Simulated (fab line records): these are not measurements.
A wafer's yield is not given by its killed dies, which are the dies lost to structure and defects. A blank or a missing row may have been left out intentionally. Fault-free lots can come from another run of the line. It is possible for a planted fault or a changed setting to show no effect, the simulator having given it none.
A lot that was struck, set against a sound lot :: flow sky130 :: 14 steps out of a route of 708
Sound: these wafers, L625.1, L625.3, L625.5. The struck wafers were L631.2, L631.3, L631.6. The cause is named last.
Per side, at each step with rows, come the tool, then ch with its chambers, and then its first start. Under that, the readings that differ: sound wafers :: struck wafers :: difference of the means :: sigmas: that difference in standard deviations of wafers without a fault.
alike: same words and numbers on both sides, and readings whose means sit less than 2 such deviations apart. not compared: any withheld reading, any reading some wafer has no value for, any bound like >300 that may hide the same value, and any number with overlapping values for which the record gives no deviation.
The two part at a step that has a row with sigmas, a row that says differs or no value, or rows on one side only. Numbers that don't overlap but have no deviation are shown without sigmas and don't part them. Lack of a reading on every wafer of one side parts them only where that side has two or more wafers.

first, 2 steps without rows for these wafers: SKY_PWDE_PEB_05; SKY_PWDE_DEVELOP_06 (develop time 60 s).
SKY_PWDE_OVL_MEAS_07:
  struck on overlay-02, day 6 17:04; sound on overlay-02, day 5 07:40
  alike: PWDE_OVL
after that, 1 step had no rows for these wafers: SKY_PWDE_IMPLANT_08.
SKY_PWDE_STRIP_09: strips in O2/N2.
  sound on plasma_asher-04 ch 0,1, day 5 07:51; struck on plasma_asher-03 ch 0,1, day 6 17:15
reading: drypump_motor_current_A (A)
sound: 5.24 5.76 5.23
struck: 5.95 5.88 5.95
difference: +0.52
sigmas: +2
  alike: oes_product_au, strip_time_to_endpoint_s
  not compared: rf_hours_counter_h
SKY_PWDE_TW_MEAS_10:
  struck on film_metro-04, day 6 17:22; sound on film_metro-03, day 5 07:57
  alike: PWDE_TW
then, 6 steps without rows for these wafers: SKY_NWELL_DEHYDRATE_03 (time 60 s); SKY_NWELL_HMDS_04 (prime time 60 s); SKY_NWELL_COAT_05 (resist thk 3000 nm); SKY_NWELL_SOFTBAKE_06; SKY_NWELL_EXPOSE_07 (exposes mask NWM, target cd 840 nm); SKY_NWELL_PEB_08.
SKY_NWELL_DEVELOP_09: develop time 60 s.
  struck on litho_track-02, day 7 12:00; sound on litho_track-02 ch 0, day 6 00:00
  no value came back on the struck wafers for chill_plate_temp_C (C), develop_time_s (s), exhaust_pa (Pa); on the sound wafers chill_plate_temp_C (C) reads 22.99 23.14 23.24
SKY_NWELL_OVL_MEAS_10:
  struck on overlay-01, day 7 13:04; sound on overlay-01, day 6 00:22
reading: NWELL_00_OVL (nm)
sound: -1.4 -0.6 -1.4
struck: - - -
difference: no value on the struck wafers
sigmas: 

## WHERE THEY PART
Last at SKY_NWELL_OVL_MEAS_10 as far as this record goes, first at SKY_PWDE_STRIP_09.

WHY: whatever the simulator had introduced
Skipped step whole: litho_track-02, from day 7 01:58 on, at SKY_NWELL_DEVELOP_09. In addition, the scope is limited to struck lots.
